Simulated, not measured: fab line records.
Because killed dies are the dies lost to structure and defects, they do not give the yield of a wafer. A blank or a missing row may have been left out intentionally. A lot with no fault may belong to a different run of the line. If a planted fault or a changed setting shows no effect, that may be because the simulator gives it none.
Which tool is to blame? + flow sky130 + Sampling: 24 lots, 72 wafers, 5 of 708 route steps

WHAT THE GAUGES READ, wafer by wafer
SKY_FIELD_ISO_CD_MEAS_13: the cd target is 150 nm.
| lot  | measured    | on        | cd_nm (nm)        |
|------|-------------|-----------|-------------------|
| L074 | day 2 03:52 | cd_sem-01 | 150.8 151.7 151.0 |
| L075 | day 2 08:18 | cd_sem-01 | 149.4 149.4 147.5 |
| L076 | day 2 18:16 | cd_sem-02 | 152.8 152.0 151.5 |
| L077 | day 2 22:37 | cd_sem-02 | 151.6 152.4 152.6 |
| L078 | day 3 05:14 | cd_sem-01 | 152.3 152.0 152.9 |
| L079 | day 3 07:04 | cd_sem-02 | 151.8 148.9 150.1 |
| L080 | day 3 12:37 | cd_sem-02 | 148.7 149.8 149.6 |
| L081 | day 3 17:08 | cd_sem-02 | 149.5 150.0 148.4 |
| L082 | day 3 21:31 | cd_sem-01 | 151.8 150.6 149.9 |
| L083 | day 4 04:12 | cd_sem-01 | 150.9 150.7 150.2 |
| L084 | day 4 13:24 | cd_sem-02 | 148.1 149.1 150.0 |
| L085 | day 4 14:59 | cd_sem-01 | 148.5 148.8 148.9 |
| L086 | day 4 18:44 | cd_sem-01 | 149.3 150.7 151.0 |
| L087 | day 5 00:58 | cd_sem-01 | 148.4 149.1 150.1 |
| L088 | day 5 04:11 | cd_sem-01 | 147.5 145.8 145.9 |
| L089 | day 5 11:26 | cd_sem-01 | 154.4 153.7 153.4 |
| L090 | day 5 16:14 | cd_sem-01 | 149.6 149.4 150.4 |
| L091 | day 5 21:41 | cd_sem-02 | 152.9 153.6 153.9 |
| L092 | day 6 02:06 | cd_sem-01 | 150.1 153.1 150.8 |
| L093 | day 6 06:47 | cd_sem-01 | 151.4 151.1 149.9 |
| L094 | day 6 12:06 | cd_sem-02 | 150.4 149.8 151.2 |
| L095 | day 6 18:38 | cd_sem-02 | 151.5 152.6 150.0 |
| L096 | day 7 01:43 | cd_sem-01 | 153.0 152.1 153.2 |
| L097 | day 7 07:11 | cd_sem-01 | 152.2 153.4 152.5 |

SKY_LI_CONTACT_BOW_MEAS_03.
| lot  | measured     | on            | LI_CONTACT_BOW (um) |
|------|--------------|---------------|---------------------|
| L074 | day 28 02:59 | film_metro-04 | 71 56 54            |
| L075 | day 28 13:26 | film_metro-04 | 63 56 47            |
| L076 | day 28 20:01 | film_metro-03 | 58 57 61            |
| L077 | day 29 11:22 | film_metro-03 | 61 53 56            |
| L078 | day 30 06:49 | film_metro-04 | 43 50 52            |
| L079 | day 30 06:30 | film_metro-02 | 59 48 41            |
| L080 | day 30 13:48 | film_metro-02 | 63 43 56            |
| L081 | day 30 15:59 | film_metro-02 | 57 52 54            |
| L082 | day 30 19:26 | film_metro-02 | 47 59 53            |
| L083 | day 31 06:27 | film_metro-03 | 65 70 53            |
| L084 | day 31 17:39 | film_metro-02 | 56 47 46            |
| L085 | day 31 21:28 | film_metro-03 | 48 62 48            |
| L086 | day 32 08:23 | film_metro-02 | 59 59 49            |
| L087 | day 32 06:48 | film_metro-03 | 52 61 59            |
| L088 | day 32 18:20 | film_metro-02 | 64 52 50            |
| L089 | day 32 21:40 | film_metro-04 | 57 55 64            |
| L090 | day 33 11:13 | film_metro-04 | 48 56 40            |
| L091 | day 33 19:28 | film_metro-03 | 76 59 51            |
| L092 | day 34 00:16 | film_metro-04 | 47 52 42            |
| L093 | day 34 07:35 | film_metro-02 | 46 61 49            |
| L094 | day 34 23:05 | film_metro-04 | 53 54 46            |
| L095 | day 34 20:43 | film_metro-03 | 58 51 62            |
| L096 | day 35 09:47 | film_metro-04 | 44 53 54            |
| L097 | day 35 14:23 | film_metro-03 | 59 68 61            |

SKY_CONTACT_CD_MEAS_14: the cd target is 170 nm.
| lot  | measured     | on        | cd_nm (nm)        |
|------|--------------|-----------|-------------------|
| L074 | day 31 17:47 | cd_sem-02 | 170.6 171.4 172.1 |
| L075 | day 32 02:59 | cd_sem-02 | 170.7 170.5 170.1 |
| L076 | day 32 07:59 | cd_sem-02 | 172.4 171.2 172.1 |
| L077 | day 32 23:32 | cd_sem-02 | 170.4 172.7 171.1 |
| L078 | day 33 20:48 | cd_sem-02 | 170.8 170.1 170.2 |
| L079 | day 33 19:47 | cd_sem-02 | 171.2 172.4 171.9 |
| L080 | day 34 01:52 | cd_sem-02 | 169.6 170.7 168.6 |
| L081 | day 34 02:51 | cd_sem-02 | 168.0 168.7 168.5 |
| L082 | day 34 06:49 | cd_sem-01 | 171.4 170.4 169.5 |
| L083 | day 34 17:00 | cd_sem-02 | 173.8 172.8 172.9 |
| L084 | day 35 04:58 | cd_sem-02 | 170.8 170.5 169.1 |
| L085 | day 35 08:29 | cd_sem-01 | 172.4 172.9 171.5 |
| L086 | day 35 18:51 | cd_sem-02 | 170.5 169.7 170.5 |
| L087 | day 35 18:25 | cd_sem-02 | 168.1 168.9 170.0 |
| L088 | day 36 06:12 | cd_sem-02 | 170.6 170.6 170.4 |
| L089 | day 36 07:55 | cd_sem-01 | 171.1 171.3 169.6 |
| L090 | day 36 21:15 | cd_sem-01 | 169.0 170.1 168.5 |
| L091 | day 37 04:08 | cd_sem-02 | 168.8 169.6 168.3 |
| L092 | day 37 09:34 | cd_sem-01 | 172.4 171.0 170.6 |
| L093 | day 37 17:53 | cd_sem-01 | 169.7 169.1 168.9 |
| L094 | day 38 06:43 | cd_sem-01 | 169.2 169.1 169.1 |
| L095 | day 38 05:36 | cd_sem-02 | 171.1 171.8 170.4 |
| L096 | day 38 18:14 | cd_sem-01 | 171.7 171.3 172.1 |
| L097 | day 38 22:42 | cd_sem-02 | 173.3 173.7 174.3 |

TOOL THAT RAN EACH LOT (tool first, then ch and the chambers of the sampled wafers, then the start)
| lot  | SKY_LDD_LDN_STRIP_12                 | SKY_CONTACT_CVD_00              |
|------|--------------------------------------|---------------------------------|
| L074 | plasma_asher-03 ch 0,1, day 23 01:06 | pecvd-03 ch 0,1, day 30 14:03   |
| L075 | plasma_asher-01 ch 0,1, day 23 11:52 | pecvd-02 ch 0,1,2, day 30 23:34 |
| L076 | plasma_asher-02 ch 0,1, day 23 19:21 | pecvd-03 ch 0,2, day 31 05:01   |
| L077 | plasma_asher-02 ch 0, day 24 12:36   | pecvd-02 ch 1,2, day 31 20:28   |
| L078 | plasma_asher-01 ch 0,1, day 24 19:43 | pecvd-03 ch 1,2, day 32 16:56   |
| L079 | plasma_asher-01 ch 0,1, day 25 06:10 | pecvd-02 ch 0,1,2, day 32 16:23 |
| L080 | plasma_asher-02 ch 0,1, day 25 13:37 | pecvd-03 ch 0,1,2, day 32 22:29 |
| L081 | plasma_asher-02 ch 0,1, day 25 13:55 | pecvd-02 ch 0,1,2, day 32 23:28 |
| L082 | plasma_asher-02 ch 0,1, day 25 23:16 | pecvd-03 ch 0,1,2, day 33 04:11 |
| L083 | plasma_asher-01 ch 0,1, day 26 09:41 | pecvd-03 ch 0,1,2, day 33 14:27 |
| L084 | plasma_asher-03 ch 0,1, day 26 20:43 | pecvd-02 ch 0,1,2, day 34 01:20 |
| L085 | plasma_asher-01 ch 0,1, day 27 01:52 | pecvd-03 ch 0,1,2, day 34 04:37 |
| L086 | plasma_asher-03 ch 0,1, day 27 13:58 | pecvd-02 ch 1,2, day 34 15:32   |
| L087 | plasma_asher-01 ch 0,1, day 27 10:43 | pecvd-04 ch 0,1,2, day 34 15:07 |
| L088 | plasma_asher-01 ch 0,1, day 28 00:50 | pecvd-04 ch 1,2, day 35 02:43   |
| L089 | plasma_asher-03 ch 0,1, day 28 04:38 | pecvd-03 ch 1,2, day 35 05:32   |
| L090 | plasma_asher-01 ch 0,1, day 28 18:39 | pecvd-04 ch 0,2, day 35 19:11   |
| L091 | plasma_asher-02 ch 0,1, day 29 01:19 | pecvd-02 ch 0,1, day 36 02:34   |
| L092 | plasma_asher-01 ch 0,1, day 29 09:37 | pecvd-03 ch 0,1,2, day 36 07:38 |
| L093 | plasma_asher-01 ch 0,1, day 29 15:45 | pecvd-04 ch 0,1,2, day 36 15:53 |
| L094 | plasma_asher-02 ch 0,1, day 30 07:35 | pecvd-03 ch 1,2, day 37 04:36   |
| L095 | plasma_asher-02 ch 0,1, day 30 02:25 | pecvd-02 ch 0,1,2, day 37 02:48 |
| L096 | plasma_asher-01 ch 0,1, day 30 17:28 | pecvd-04 ch 1,2, day 37 15:49   |
| L097 | plasma_asher-02 ch 0,1, day 30 23:36 | pecvd-02 ch 0,1,2, day 37 20:29 |
- SKY_LDD_LDN_STRIP_12: strips in O2/N2.
- SKY_CONTACT_CVD_00: deposits Si3N4, target thk 75 nm.

AS READ BY THE TOOLS THEMSELVES (means over the sampled wafers that have a number; for cases with no such wafer, the mark the record gives instead)
SKY_LDD_LDN_STRIP_12.
| lot  | tool            | drypump_motor_current_A (A) | n2_flow_sccm (sccm) | oes_product_au (a.u.) | strip_time_to_endpoint_s (s) |
|------|-----------------|-----------------------------|---------------------|-----------------------|------------------------------|
| L074 | plasma_asher-03 | 6.4                         | 300.6               | 0.718                 | 14.19                        |
| L075 | plasma_asher-01 | 5.3                         | 299.7               | 0.717                 | 14.24                        |
| L076 | plasma_asher-02 | 5.9                         | 301.3               | 0.716                 | 14.15                        |
| L077 | plasma_asher-02 | 5.9                         | 299.9               | 0.713                 | 14.18                        |
| L078 | plasma_asher-01 | 5.3                         | 300.4               | 0.714                 | 14.22                        |
| L079 | plasma_asher-01 | 5.3                         | 299.8               | 0.719                 | 14.20                        |
| L080 | plasma_asher-02 | 5.9                         | 300.1               | 0.717                 | 14.13                        |
| L081 | plasma_asher-02 | 5.9                         | 300.6               | 0.712                 | 14.20                        |
| L082 | plasma_asher-02 | 5.9                         | 300.1               | 0.717                 | 14.15                        |
| L083 | plasma_asher-01 | 5.3                         | 300.6               | 0.714                 | 14.18                        |
| L084 | plasma_asher-03 | 6.2                         | 300.1               | 0.718                 | 14.20                        |
| L085 | plasma_asher-01 | 5.4                         | 301.7               | 0.715                 | 14.20                        |
| L086 | plasma_asher-03 | 6.2                         | 298.9               | 0.714                 | 14.14                        |
| L087 | plasma_asher-01 | 5.3                         | 299.0               | 0.715                 | 14.25                        |
| L088 | plasma_asher-01 | 5.3                         | 300.1               | 0.712                 | 14.18                        |
| L089 | plasma_asher-03 | 6.4                         | 300.2               | 0.718                 | 14.20                        |
| L090 | plasma_asher-01 | 5.3                         | 298.3               | 0.718                 | 14.17                        |
| L091 | plasma_asher-02 | 5.9                         | 299.7               | 0.720                 | 14.15                        |
| L092 | plasma_asher-01 | 5.4                         | 299.8               | 0.718                 | 14.16                        |
| L093 | plasma_asher-01 | 5.4                         | 300.3               | 0.714                 | 14.17                        |
| L094 | plasma_asher-02 | 5.9                         | 300.3               | 0.711                 | 14.16                        |
| L095 | plasma_asher-02 | 5.9                         | 299.5               | 0.713                 | 14.17                        |
| L096 | plasma_asher-01 | 5.4                         | 300.7               | 0.714                 | 14.20                        |
| L097 | plasma_asher-02 | 5.9                         | 299.7               | 0.711                 | 14.19                        |

SKY_CONTACT_CVD_00.
| lot  | tool     | heater_power_w (W) |
|------|----------|--------------------|
| L074 | pecvd-03 | 762                |
| L075 | pecvd-02 | 721                |
| L076 | pecvd-03 | 764                |
| L077 | pecvd-02 | 668                |
| L078 | pecvd-03 | 661                |
| L079 | pecvd-02 | 756                |
| L080 | pecvd-03 | 716                |
| L081 | pecvd-02 | 713                |
| L082 | pecvd-03 | 757                |
| L083 | pecvd-03 | 735                |
| L084 | pecvd-02 | 757                |
| L085 | pecvd-03 | 734                |
| L086 | pecvd-02 | 652                |
| L087 | pecvd-04 | 729                |
| L088 | pecvd-04 | 656                |
| L089 | pecvd-03 | 758                |
| L090 | pecvd-04 | 680                |
| L091 | pecvd-02 | 821                |
| L092 | pecvd-03 | 728                |
| L093 | pecvd-04 | 729                |
| L094 | pecvd-03 | 691                |
| L095 | pecvd-02 | 725                |
| L096 | pecvd-04 | 677                |
| L097 | pecvd-02 | 754                |

THE ANSWER, worked out from the rows above alone
Rule: the usual values come from the lots themselves. Put in order of their means at a reading, lots are off if they are a third of the lots or fewer, leave a main group of 4 or more, and stand apart from it by a gap of 3 or more times the standard deviation of the main group's means; of several such gaps the widest counts. Not used: any main group whose means are identical at the precision the tables above print for the reading. A lot without any number at a reading at which 4 lots or more have one is off too. All remaining lots with rows at the step are treated as sound. The gauges are gone through in route order, then the tools' own readings, and for those a lot's mean is taken as printed above. At the first step where some lot is off, the reading lying furthest off is the one used; lots without a number count as furthest.
Across all readings shown, no lot is off: no conclusion can be drawn from this.

WHAT THE SIMULATOR HAD PUT IN
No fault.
